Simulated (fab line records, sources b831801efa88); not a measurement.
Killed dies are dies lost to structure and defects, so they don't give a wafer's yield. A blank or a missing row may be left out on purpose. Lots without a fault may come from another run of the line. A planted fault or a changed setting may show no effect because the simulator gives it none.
fab line records | flow sky130
record lots=13 wafers=39 last_day=50
route steps=708 shown FIELD_ISO@3 NWELL@77
lots that met no fault: from a run of the same line without faults
start_h: hours from the record's first day to the start of the lot's first wafer shown | wait_h: hours since the lot's step before | " the same as in the row above | L1.1+2: a row that stands for several wafers | - no value, or no start given | * or withheld: withheld | < > ~ a bound
route shown NAME@n: a module of which the file shows steps, and the number in the route of the first | usual: mean/standard deviation of fault-free wafers | same: alike in all rows | chamber/n: place in a boat | sites: the reading at each site | _std_site: their standard deviation | _edge_site: outer sites' mean less inner sites' | radius_mm: how far each site lies from the wafer's centre | mask NAME#n: copy n | behind: the tool/chamber that last shaped the wafer | hold: why the lot was held/for how many hours/how that ended | device: the transistor (n, p or np) that didn't switch | end of line: the same wafers' tests at the end of the route | a step without rows: its recipe alone | killed: dies lost to structure and defects at the first sort, not the wafer's yield | map: a wafer's dies, x killed, . not, _ none there
set.NAME: the setting as run; set.NAME@STEP: as run at that earlier step | model.NAME: the simulator's own value behind a step, which no gauge read
steps of the route over a sample of lots; a table a step, a row a wafer
services: from which hour (start_h, from the record's first day; less than 0 if before it) a tool's chamber was out of use, for how many hours, and why
## steps
# step SKY_FIELD_ISO_THK_MEAS_02
# recipe reads=SiO2_of_FIELD_ISO_OXIDATION_01
# usual FIELD_ISO_OXIDATION_00_THK=12.11/0.23
# columns lot.wafer tool chamber start_h wait_h FIELD_ISO_OXIDATION_00_THK[nm]
L863.1 film_metro-04 - 13.37 0.0 12.12
L863.2 " - " " 12.14
L863.5 " - " " 12.30
L864.3 film_metro-04 - 16.77 0.0 12.16
L864.5 " - " " 12.03
L864.6 " - " " 12.04
L865.1 film_metro-02 - 23.67 0.0 12.36
L865.3 " - " " 12.25
L865.4 " - " " 12.30
L866.2 film_metro-04 - 26.64 0.0 12.02
L866.4 " - " " 12.38
L866.6 " - " " 12.15
L871.2 film_metro-04 - 52.76 0.0 12.18
L871.4 " - " " 11.81
L871.6 " - " " 12.03
L872.1 film_metro-02 - 57.26 0.0 12.11
L872.3 " - " " 12.11
L872.4 " - " " 12.03
L874.3 film_metro-03 - 68.43 0.0 12.11
L874.4 " - " " 12.24
L874.6 " - " " 12.18
L877.1 film_metro-04 - 81.63 0.0 12.23
L877.3 " - " " 12.27
L877.6 " - " " 12.03
L878.4 film_metro-04 - 86.66 0.0 12.15
L878.5 " - " " 12.07
L878.6 " - " " 12.02
L879.1 film_metro-03 - 91.63 0.0 12.10
L879.4 " - " " 12.20
L879.6 " - " " 12.30
L880.4 film_metro-02 - 97.11 0.0 11.73
L880.5 " - " " 11.68
L880.6 " - " " 11.88
L881.4 film_metro-03 - 102.78 0.0 12.36
L881.5 " - " " 12.43
L881.6 " - " " 12.24
L886.3 film_metro-04 - 127.26 0.0 12.01
L886.4 " - " " 12.06
L886.5 " - " " 12.26
# step SKY_FIELD_ISO_THK_MEAS_04
# recipe reads=Si3N4_of_FIELD_ISO_CVD_03
# usual FIELD_ISO_CVD_03_THK=165.1/1.3
# columns lot.wafer tool chamber start_h wait_h FIELD_ISO_CVD_03_THK[nm]
L863.1 film_metro-03 - 15.88 0.0 164.8
L863.2 " - " " 164.3
L863.5 " - " " 164.3
L864.3 film_metro-03 - 19.15 0.0 163.5
L864.5 " - " " 164.6
L864.6 " - " " 165.9
L865.1 film_metro-02 - 25.95 0.0 165.3
L865.3 " - " " 165.6
L865.4 " - " " 165.0
L866.2 film_metro-04 - 28.49 0.0 166.0
L866.4 " - " " 166.9
L866.6 " - " " 166.1
L871.2 film_metro-04 - 54.60 0.0 162.8
L871.4 " - " " 162.9
L871.6 " - " " 161.1
L872.1 film_metro-03 - 59.10 0.0 165.5
L872.3 " - " " 164.5
L872.4 " - " " 167.3
L874.3 film_metro-02 - 70.93 0.0 166.3
L874.4 " - " " 166.3
L874.6 " - " " 164.0
L877.1 film_metro-03 - 83.88 0.0 165.4
L877.3 " - " " 166.0
L877.6 " - " " 166.2
L878.4 film_metro-03 - 88.51 0.0 164.0
L878.5 " - " " 167.0
L878.6 " - " " 166.2
L879.1 film_metro-03 - 94.50 0.0 164.1
L879.4 " - " " 162.4
L879.6 " - " " 164.2
L880.4 film_metro-03 - 98.96 0.0 167.4
L880.5 " - " " 167.7
L880.6 " - " " 167.2
L881.4 film_metro-04 - 104.82 0.2 165.3
L881.5 " - " " 164.0
L881.6 " - " " 163.9
L886.3 film_metro-02 - 130.00 0.0 166.0
L886.4 " - " " 166.0
L886.5 " - " " 165.5
# step SKY_FIELD_ISO_STRIP_16
# recipe chemistry=O2/N2 power_w=1400 pressure_mtorr=1500 platen_temp_c=withheld o2_flow_sccm=3000 n2_flow_sccm=300 overash_fraction=0.5
# usual drypump_motor_current_A=5.7/0.54 oes_product_au=0.377/0.0046 strip_time_to_endpoint_s=3.54/0.03
# columns lot.wafer tool chamber start_h wait_h drypump_motor_current_A oes_product_au rf_hours_counter_h strip_time_to_endpoint_s
L863.1 plasma_asher-02 1 30.31 0.0 6.6 0.372 24 3.53
L863.2 " 0 " " 5.3 0.377 24 3.57
L863.5 " 0 " " 5.3 0.382 - 3.57
L864.3 plasma_asher-03 1 33.19 0.1 6.0 0.376 - 3.51
L864.5 " 0 " " 5.0 0.371 - 3.53
L864.6 " 1 " " 6.0 0.382 - 3.55
L865.1 plasma_asher-02 1 41.17 0.0 6.6 0.376 25 3.50
L865.3 " 0 " " 5.3 0.379 - 3.52
L865.4 " 1 " " 6.6 0.381 - 3.47
L866.2 plasma_asher-03 0 43.71 0.0 5.0 0.377 36 3.50
L866.4 " 1 " " 6.0 0.378 - 3.49
L866.6 " 1 " " 6.0 0.374 - 3.47
L871.2 plasma_asher-04 1 71.04 0.0 6.2 0.378 41 3.57
L871.4 " 0 " " 5.3 0.381 - 3.58
L871.6 " 0 " " 5.3 0.373 - 3.55
L872.1 plasma_asher-03 0 74.21 0.0 5.0 0.377 39 3.54
L872.3 " 0 " " 5.0 0.372 - 3.56
L872.4 " 1 " " 6.0 0.378 - 3.59
L874.3 plasma_asher-04 1 88.44 0.1 6.2 0.384 - 3.54
L874.4 " 0 " " 5.4 0.389 - 3.53
L874.6 " 1 " " 6.3 0.378 - 3.57
L877.1 plasma_asher-04 0 101.61 0.0 5.4 0.381 44 3.57
L877.3 " 0 " " 5.3 0.378 - 3.58
L877.6 " 1 " " 6.2 0.385 - 3.58
L878.4 plasma_asher-04 0 106.25 0.1 5.3 0.378 - 3.57
L878.5 " 1 " " 6.3 0.375 - 3.55
L878.6 " 0 " " 5.3 0.380 - 3.54
L879.1 plasma_asher-02 0 112.09 0.0 5.3 0.380 30 3.53
L879.4 " 1 " " 6.6 0.367 - 3.53
L879.6 " 1 " " 6.6 0.375 - 3.49
L880.4 plasma_asher-04 0 117.37 0.1 5.3 0.384 - 3.55
L880.5 " 1 " " 6.3 0.383 - 3.57
L880.6 " 0 " " 5.4 0.378 - 3.52
L881.4 plasma_asher-04 1 122.52 0.1 6.3 0.380 - 3.54
L881.5 " 0 " " 5.3 0.374 - 3.54
L881.6 " 1 " " 6.3 0.381 - 3.55
L886.3 plasma_asher-04 0 150.44 0.1 5.3 0.376 - 3.52
L886.4 " 1 " " 6.3 0.369 - 3.50
L886.5 " 1 " " 6.3 0.363 - 3.47
# step SKY_NWELL_IMPLANT_24
# recipe species=B energy_kev=140 dose_cm2=9.2e+12 tilt_deg=withheld
# usual beam_energy_keV=140.00/0.048 beam_on_s=10.00/0.21 dose_ions_cm2=9.201e+12/1e+10
# columns lot.wafer tool chamber start_h wait_h beam_energy_keV beam_on_s dose_ions_cm2
L863.1 implanter-02 0 104.08 0.0 140.01 10.09 9.203e+12
L863.2 " 0 " " 140.06 9.94 9.208e+12
L863.5 " 0 " " 139.94 9.86 9.199e+12
L864.3 implanter-03 0 104.27 0.1 139.98 10.33 9.202e+12
L864.5 " 0 " " 140.04 9.98 9.188e+12
L864.6 " 0 " " 140.00 9.87 9.173e+12
L865.1 implanter-04 0 117.27 0.0 139.97 10.10 9.191e+12
L865.3 " 0 " " 140.03 9.61 9.201e+12
L865.4 " 0 " " 140.03 10.31 9.204e+12
L866.2 implanter-04 0 118.96 0.0 139.97 9.87 9.201e+12
L866.4 " 0 " " 139.97 9.74 9.196e+12
L866.6 " 0 " " 140.05 10.28 9.206e+12
L871.2 implanter-03 0 152.40 0.0 152.10 9.85 9.19e+12
L871.4 " 0 " " 152.13 10.10 9.199e+12
L871.6 " 0 " " 152.09 10.13 9.189e+12
L872.1 implanter-03 0 155.28 0.0 152.09 9.85 9.188e+12
L872.3 " 0 " " 152.12 10.23 9.203e+12
L872.4 " 0 " " 152.18 10.38 9.226e+12
L874.3 implanter-03 0 172.72 0.1 152.01 10.21 9.207e+12
L874.4 " 0 " " 152.10 9.91 9.19e+12
L874.6 " 0 " " 152.03 10.32 9.216e+12
L878.4 implanter-02 0 197.71 0.1 139.98 10.02 9.189e+12
L878.5 " 0 " " 140.05 9.79 9.195e+12
L878.6 " 0 " " 140.00 10.08 9.188e+12
L877.1 implanter-02 0 197.78 0.0 140.08 9.74 9.177e+12
L877.3 " 0 " " 140.06 9.86 9.209e+12
L877.6 " 0 " " 140.08 9.95 9.198e+12
L879.1 implanter-04 0 203.77 0.0 140.02 10.06 9.203e+12
L879.4 " 0 " " 139.98 9.95 9.203e+12
L879.6 " 0 " " 140.03 9.97 9.187e+12
L880.4 implanter-04 0 209.26 0.1 140.03 9.99 9.204e+12
L880.5 " 0 " " 140.01 9.96 9.204e+12
L880.6 " 0 " " 140.02 10.21 9.195e+12
L881.4 implanter-04 0 210.40 0.1 139.99 9.70 9.217e+12
L881.5 " 0 " " 140.01 10.08 9.201e+12
L881.6 " 0 " " 140.04 9.77 9.213e+12
L886.3 implanter-04 0 245.63 0.1 139.90 9.99 9.188e+12
L886.4 " 0 " " 140.01 9.92 9.19e+12
L886.5 " 0 " " 139.99 10.21 9.203e+12
## services
# columns tool chamber start_h hours kind
plasma_asher-03 - 62.59 4.4 repair
plasma_asher-02 - 63.24 14.6 pm
implanter-04 - 89.31 0.7 repair
implanter-04 - 94.00 2.9 repair
implanter-03 - 100.21 2.9 pm
plasma_asher-03 - 108.78 9.0 pm
plasma_asher-03 0 108.78 9.0 vent_cycle
plasma_asher-03 1 108.78 9.0 vent_cycle
plasma_asher-03 0 117.78 - clean
plasma_asher-03 1 117.78 - clean
implanter-03 - 137.29 2.0 pm
implanter-02 - 137.63 2.7 repair
implanter-04 - 144.88 13.2 repair
implanter-04 - 158.12 4.9 pm
plasma_asher-04 - 182.90 10.3 pm
implanter-03 - 189.67 1.4 repair
plasma_asher-03 - 192.72 4.5 repair
implanter-03 - 195.31 23.4 pm
implanter-04 - 216.13 3.8 repair
implanter-04 - 218.95 5.1 repair
plasma_asher-03 - 234.28 2.2 repair
## key
first_sign step=SKY_NWELL_IMPLANT_24 reading=beam_energy_keV direction=up sigmas=99+ usual=* struck=*
effect none on later readings
met_at SKY_NWELL_IMPLANT_24
struck_lots L871,L872,L874
tester_left_out L871,L872,L874
not_acting_at SKY_FIELD_ISO_THK_MEAS_02,SKY_FIELD_ISO_THK_MEAS_04,SKY_FIELD_ISO_STRIP_16
onset_between 104.27 152.40
fault kind=process_parameter_drift tool=implanter-03 chamber=- onset_h=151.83 steps=SKY_NWELL_IMPLANT_24 channel=energy_kev offset=* shape=step end_h=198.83 acts_in=* stated=*
# tester_left_out: of these lots the tester's yield and bins aren't shown, on N5 and GAA mostly nor the transistor test; their killed dies are dies lost to structure and defects alone, not to doping, threshold or leakage, so they don't give the yield
